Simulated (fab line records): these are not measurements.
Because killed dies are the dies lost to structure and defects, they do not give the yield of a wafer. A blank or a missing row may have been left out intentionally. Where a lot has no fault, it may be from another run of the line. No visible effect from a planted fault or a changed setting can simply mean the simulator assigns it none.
Problem report, 8D (eight disciplines) form, completed by code ; flow gf180mcu ; the parts of the form that need people (team, actions taken, sign-off) are left out

== 1. WHAT WENT WRONG ==
Mean V2_W_RS at GF_V2_RS_MEAS_24: 0.296 ohm/sq over 4 wafers in 3 lots; fault-free wafers: 0.327 ohm/sq, standard deviation 0.0044. Relative to the usual mean, that is a shift of -7.0 standard deviations.
The step: measures by four-point-probe.
The first sign was on wafer L124.2 at day 23 00:25, on film-metro-02. The record has a number at this step for 33 wafers belonging to 11 lots. The rule behind "out" and "out of limits": a value lying over 4 standard deviations away from the usual mean. Any other wafer with a number is counted as sound.

== 2. WHAT IT IS, WHAT IT ISN'T ==
question;is;is not
which readings at this step;V2_W_RS;-
which lots;L123, L124, L125;L117, L118, L120, L132, L136, L137, L139, L140
which wafers of those lots;L123.6, L124.2, L124.3, L125.5;L123.1, L123.4, L124.1, L125.2, L125.4
read on which gauges;film-metro-02, film-metro-04;film-metro-03
when;from day 23 00:25;"up to then (10 sound wafers); but 19 sound wafers of L123, L125, L132, L136, L137, L139, L140 came after"

== 3. WHAT RULES OUT EACH SUSPECT ==
Counting: any tool at a process step up to the reading remains a suspect provided it ran every lot that is out. Sound lots after the first of them don't rule it out here, since some wafers of a struck lot are sound.
- the gauge at GF_V2_RS_MEAS_24 has been ruled out. The wafers that are out were read on 2 gauges (film-metro-02, film-metro-04).
- cvd-w-01 at GF_V2_CVD_23 (deposits W, target thk 350 nm, time 104.94 s): kept. Every lot that is out went through it, the first being L124 (day 23 00:18); the last sound lot it ran before that was L120 (day 21 14:22).
- Within cvd-w-01 at GF_V2_CVD_23: the wafers that are out ran in chamber 0; their sound lot-mates ran in chamber 1.
Remaining after the count: cvd-w-01 at GF_V2_CVD_23.

== 4. THE CAUSE (what the simulator had put in) ==
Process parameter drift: cvd-w-01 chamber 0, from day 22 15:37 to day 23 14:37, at GF_V2_CVD_23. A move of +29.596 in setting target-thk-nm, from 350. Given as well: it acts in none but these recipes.
This tool alone remained once counting was done.

== 5. THE EFFECT CHAIN, in route order ==
Each row: a reading where the mean over the struck wafers with a number is more than 3 standard deviations away from the usual. Scope: only readings with a usual standard deviation given in the record; hours: median across lots of the time from each lot's start at the first step in this table that gives one to its start at this step; sigmas: change in usual standard deviations.
hours;step;reading;usual;on struck wafers;change;sigmas
0;GF_V2_RS_MEAS_24;V2_W_RS;0.327 ohm/sq;0.296;-0.031;-7.0
2;GF_V2_THK_MEAS_25;V2_W_THK;356 nm;392;+36;+6.0

== 6. HOW IT WOULD HAVE BEEN CAUGHT EARLIER ==
In this record the first reading out of limits at a measuring or inspecting step was taken at day 23 00:25, 9 hours after the fault began at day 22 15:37.
Tool readings at GF_V2_CVD_23 with a usual standard deviation given in the record: none out on any struck wafer, hence no alarm at a limit of 4 standard deviations on them.
L123, L125, from the lots that are out (3), started GF_V2_CVD_23 on cvd-w-01 later than day 23 00:25. A hold on the tool at that time would have spared those 2.
